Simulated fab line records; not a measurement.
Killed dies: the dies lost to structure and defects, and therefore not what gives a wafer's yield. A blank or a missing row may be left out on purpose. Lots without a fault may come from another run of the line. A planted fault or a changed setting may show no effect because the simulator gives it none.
The tool behind it: which one? + flow sky130 + 11 lots with 33 wafers sampled at 6 steps, on a route of 708 steps

WHAT EACH GAUGE READ, for each wafer
SKY_VIA4_THK_MEAS_01. Usual: for VIA4_HDPCVD_THK the level is 1755 nm and the standard deviation is 20.
| lot  | measured     | on            | VIA4_HDPCVD_THK (nm) | flag |
|------|--------------|---------------|----------------------|------|
| L488 | day 41 22:18 | film-metro-02 | 1740 1746 1769       |      |
| L489 | day 42 00:52 | film-metro-01 | 1753 1786 1777       |      |
| L490 | day 42 12:14 | film-metro-02 | 1748 1753 1722       |      |
| L491 | day 42 20:24 | film-metro-04 | 1766 1746 1765       |      |
| L492 | day 43 00:52 | film-metro-01 | 1747 1726 1730       |      |
| L496 | day 44 18:35 | film-metro-01 | 1740 1731 1739       |      |
| L499 | day 45 00:16 | film-metro-04 | 1804 1778 1797       |      |
| L505 | day 46 09:59 | film-metro-02 | 1759 1759 1784       |      |
| L506 | day 46 17:45 | film-metro-02 | 1763 1747 1743       |      |
| L509 | day 47 10:32 | film-metro-04 | 1765 1739 1764       |      |
| L510 | day 47 16:14 | film-metro-04 | 1714 1742 1707       |      |

SKY_VIA4_RS_MEAS_19: measurement is done with a four-point probe. Usual: for VIA4_W_RS the level is 0.2276 ohm/sq and the standard deviation is 0.0022.
| lot  | measured     | on            | VIA4_W_RS (ohm/sq)   | flag |
|------|--------------|---------------|----------------------|------|
| L488 | day 42 23:25 | film-metro-04 | 0.2336 0.2305 0.2342 |      |
| L489 | day 43 01:36 | film-metro-01 | 0.2301 0.2279 0.2253 |      |
| L490 | day 43 12:12 | film-metro-04 | 0.2262 0.2281 0.2270 |      |
| L491 | day 43 20:37 | film-metro-02 | 0.2251 0.2276 0.2249 |      |
| L492 | day 44 00:02 | film-metro-04 | 0.2282 0.2280 0.2252 |      |
| L496 | day 45 17:14 | film-metro-02 | 0.2290 0.2300 0.2304 |      |
| L499 | day 45 23:36 | film-metro-01 | 0.2240 0.2247 0.2261 |      |
| L505 | day 47 07:25 | film-metro-04 | 0.2355 0.2375 0.2397 | OFF  |
| L506 | day 47 14:39 | film-metro-02 | 0.2415 0.2406 0.2431 | OFF  |
| L509 | day 48 07:35 | film-metro-02 | 0.2286 0.2271 0.2291 |      |
| L510 | day 48 13:04 | film-metro-02 | 0.2271 0.2279 0.2276 |      |

SKY_VIA4_THK_MEAS_20: measures by xrf. Usual: for VIA4_W_THK the level is 505 nm and the standard deviation is 7.7.
| lot  | measured     | on            | VIA4_W_THK (nm) | flag |
|------|--------------|---------------|-----------------|------|
| L488 | day 42 23:32 | film-metro-04 | 496 504 492     |      |
| L489 | day 43 01:43 | film-metro-01 | 493 502 502     |      |
| L490 | day 43 12:19 | film-metro-04 | 511 506 509     |      |
| L491 | day 43 20:44 | film-metro-02 | 500 493 503     |      |
| L492 | day 44 00:10 | film-metro-04 | 510 509 511     |      |
| L496 | day 45 17:21 | film-metro-02 | 496 497 497     |      |
| L499 | day 45 23:43 | film-metro-01 | 516 515 511     |      |
| L505 | day 47 07:30 | film-metro-04 | 495 490 485     |      |
| L506 | day 47 14:46 | film-metro-02 | 469 472 470     | OFF  |
| L509 | day 48 07:42 | film-metro-02 | 498 504 500     |      |
| L510 | day 48 13:11 | film-metro-02 | 505 504 502     |      |

SKY_METAL5_THK_MEAS_06: measures by xrf. Usual: for METAL5_ALCU_THK the level is 1134 nm and the standard deviation is 13.
| lot  | measured     | on            | METAL5_ALCU_THK (nm) | flag |
|------|--------------|---------------|----------------------|------|
| L488 | day 43 00:11 | film-metro-03 | 1148 1140 1144       |      |
| L489 | day 43 02:22 | film-metro-03 | 1142 1130 1145       |      |
| L490 | day 43 12:57 | film-metro-04 | 1127 1134 1126       |      |
| L491 | day 43 21:23 | film-metro-04 | 1131 1136 1137       |      |
| L492 | day 44 00:48 | film-metro-03 | 1111 1122 1119       |      |
| L496 | day 45 18:00 | film-metro-04 | 1168 1155 1160       |      |
| L499 | day 46 00:22 | film-metro-04 | 1137 1133 1133       |      |
| L505 | day 47 08:09 | film-metro-04 | 1122 1123 1116       |      |
| L506 | day 47 15:25 | film-metro-03 | 1117 1126 1110       |      |
| L509 | day 48 08:20 | film-metro-04 | 1149 1141 1141       |      |
| L510 | day 48 13:52 | film-metro-03 | 1121 1128 1119       |      |

WHAT TOOL EACH LOT RAN ON (gives the tool, then ch and the chambers of the sampled wafers, and finally the start)
| lot  | SKY_METAL4_METAL_ETCH_18          | SKY_VIA4_CVD_18               |
|------|-----------------------------------|-------------------------------|
| L488 | rie-metal-04 ch 1, day 41 21:21   | cvd-w-02 ch 0, day 42 23:16   |
| L489 | rie-metal-01 ch 0,1, day 41 23:54 | cvd-w-02 ch 0,1, day 43 01:26 |
| L490 | rie-metal-04 ch 0,1, day 42 11:09 | cvd-w-01 ch 0,1, day 43 12:01 |
| L491 | rie-metal-01 ch 0,1, day 42 19:27 | cvd-w-02 ch 0,1, day 43 20:28 |
| L492 | rie-metal-04 ch 1, day 42 23:51   | cvd-w-02 ch 0,1, day 43 23:53 |
| L496 | rie-metal-04 ch 0,1, day 44 17:36 | cvd-w-01 ch 0,1, day 45 17:04 |
| L499 | rie-metal-01 ch 0,1, day 44 22:53 | cvd-w-02 ch 0,1, day 45 23:27 |
| L505 | rie-metal-01 ch 0,1, day 46 09:04 | cvd-w-01 ch 0,1, day 47 07:15 |
| L506 | rie-metal-03 ch 0,1, day 46 16:49 | cvd-w-01 ch 0, day 47 14:30   |
| L509 | rie-metal-03 ch 0,1, day 47 09:31 | cvd-w-02 ch 0,1, day 48 07:26 |
| L510 | rie-metal-03 ch 0,1, day 47 15:12 | cvd-w-02 ch 1, day 48 12:48   |
- SKY_METAL4_METAL_ETCH_18: etches the open film in Cl2/BCl3, stops on SiO2, target depth 845 nm, time 183.1 s.
- SKY_VIA4_CVD_18: deposits W, target thk 505 nm, time 152.14 s.

AS READ BY THE TOOLS THEMSELVES (means over the sampled wafers that have a number; for cases with no such wafer, the mark the record gives instead)
SKY_METAL4_METAL_ETCH_18. Usual: chamber-pressure-mTorr 10.000 mTorr, standard deviation 0.0098; drypump-motor-current-A 5.63 A, standard deviation 0.26; oes-product-au 0.862 a.u., standard deviation 0.0063; rf-fwd-power-W 897 W, standard deviation 3.4; throttle-valve-pct 22.264 %, standard deviation 0.0077.
| lot  | tool         | chamber-pressure-mTorr (mTorr) | drypump-motor-current-A (A) | oes-product-au (a.u.) | rf-fwd-power-W (W) | throttle-valve-pct (%) | flag |
|------|--------------|--------------------------------|-----------------------------|-----------------------|--------------------|------------------------|------|
| L488 | rie-metal-04 | 9.995                          | 5.96                        | 0.861                 | 898                | 22.258                 |      |
| L489 | rie-metal-01 | 9.998                          | 5.77                        | 0.860                 | 895                | 22.265                 |      |
| L490 | rie-metal-04 | 9.994                          | 5.83                        | 0.858                 | 898                | 22.262                 |      |
| L491 | rie-metal-01 | 10.006                         | 5.86                        | 0.864                 | 897                | 22.270                 |      |
| L492 | rie-metal-04 | 10.004                         | 5.93                        | 0.859                 | 900                | 22.267                 |      |
| L496 | rie-metal-04 | 10.003                         | 5.87                        | 0.853                 | 898                | 22.269                 |      |
| L499 | rie-metal-01 | 9.999                          | 5.87                        | 0.869                 | 893                | 22.271                 |      |
| L505 | rie-metal-01 | 10.003                         | 5.76                        | 0.864                 | 896                | 22.251                 |      |
| L506 | rie-metal-03 | 9.992                          | 5.34                        | 0.859                 | 898                | 22.266                 |      |
| L509 | rie-metal-03 | 9.995                          | 5.34                        | 0.856                 | 896                | 22.262                 |      |
| L510 | rie-metal-03 | 9.998                          | 5.33                        | 0.861                 | 899                | 22.259                 |      |

SKY_VIA4_CVD_18. Usual: heater-power-w 866 W, standard deviation 65; susceptor-temp-C 400.02 C, standard deviation 0.22.
| lot  | tool     | heater-power-w (W) | susceptor-temp-C (C) | flag |
|------|----------|--------------------|----------------------|------|
| L488 | cvd-w-02 | 925                | 400.01               |      |
| L489 | cvd-w-02 | 891                | 400.01               |      |
| L490 | cvd-w-01 | 770                | 400.10               |      |
| L491 | cvd-w-02 | 897                | 400.13               |      |
| L492 | cvd-w-02 | 894                | 400.03               |      |
| L496 | cvd-w-01 | 762                | 399.68               |      |
| L499 | cvd-w-02 | 899                | 400.16               |      |
| L505 | cvd-w-01 | 757                | 397.00               | OFF  |
| L506 | cvd-w-01 | 818                | 397.17               | OFF  |
| L509 | cvd-w-02 | 894                | 399.93               |      |
| L510 | cvd-w-02 | 887                | 399.88               |      |

THE ANSWER, worked out from the rows above alone
Rule: a lot is off if the mean of its wafers that have a number lies more than 3 standard deviations from the usual mean. Also off: a lot with no number at a reading for which 4 or more lots have one. Any other lot the step has rows for is counted as sound. After the gauges, taken in route order, come the tools' own readings; for these a lot's mean is taken, as printed above. The first step at which some lot is off is used, and at that step the reading that is off furthest; a lot without a number counts as furthest.
Off: at SKY_VIA4_RS_MEAS_19 (VIA4_W_RS), L505, L506.
A tool fits if, at a process step before that reading, it ran every lot that is off, and no sound lot after the first of them. Not tried: the gauges at SKY_VIA4_RS_MEAS_19; whatever is off there is also off at SKY_VIA4_CVD_18, on other tools, and gauge error can't account for it. One candidate fits, namely cvd-w-01 at SKY_VIA4_CVD_18. Its last sound lot is L496 (day 45 17:04), its first lot that is off L505 (day 47 07:15): a fault that began between those two fits.
On the lots that are off, the tool's own readings at SKY_VIA4_CVD_18 differ by more than 5 times the standard deviation of the sound lots' means, which bears it out; susceptor-temp-C reads 397.09 C there versus 399.99 C on the sound lots.

WHAT THE SIMULATOR HAD INSERTED
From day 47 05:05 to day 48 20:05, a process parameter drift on cvd-w-01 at SKY_VIA4_CVD_18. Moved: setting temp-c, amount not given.
Struck lots among those shown: L505, L506. The rule given above showed the same thing.
